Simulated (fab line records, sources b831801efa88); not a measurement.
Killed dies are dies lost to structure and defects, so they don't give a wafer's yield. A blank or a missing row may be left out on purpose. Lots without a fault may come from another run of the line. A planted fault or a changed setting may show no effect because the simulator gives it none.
Chamber matching | flow sky130 | SKY_METAL3_ETCH_17 on rie_diel-01: 4 sister chambers
The step etches SiO2 in C4F8/O2/Ar, stops on TiN, time 3.9 s, target depth 15 nm. 4 wafers are shown with their chamber, then 8 later ones without.

WAFERS WITH THEIR CHAMBER
wafer  | chamber | oes_product_au (a.u.)
L081.4 | 1       | 0.768
L081.5 | 0       | 0.762
L087.4 | 2       | 0.760
L088.2 | 3       | 0.751

WAFERS WITHOUT THEIR CHAMBER
wafer  | oes_product_au (a.u.)
L088.4 | 0.740
L088.6 | 0.760
L091.2 | 0.756
L091.3 | 0.766
L091.6 | 0.767
L093.1 | 0.758
L093.3 | 0.764
L093.4 | 0.770

WHICH CHAMBER EACH WENT THROUGH
wafer  | from the rows above               | in truth
L088.4 | 3                                 | 3
L088.6 | can't be placed: 2 or 0 or 1      | 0
L091.2 | can't be placed: 2 or 3 or 0 or 1 | 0
L091.3 | can't be placed: 1 or 0 or 2      | 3
L091.6 | can't be placed: 1 or 0 or 2      | 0
L093.1 | can't be placed: 2 or 0 or 3 or 1 | 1
L093.3 | can't be placed: 0 or 1 or 2      | 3
L093.4 | can't be placed: 1 or 0 or 2      | 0
Placed correctly: 1 of 8. Can't be placed from these rows: 7 (the true chamber is among the candidates in 5). Placed wrongly: 0.
How it was worked out, from the rows above alone: a wafer's distance from a chamber is the root of the sum, over the readings, of the square of ((its reading less the chamber's mean) divided by the reading's scatter). The wafer belongs to the nearest chamber; if the next one is less than 2 further off, it can't be placed. A chamber's mean is the mean of its shown wafers. The scatter: with one shown wafer a chamber, the root of the mean of the squares of how far each hidden wafer lies from its nearest shown one.
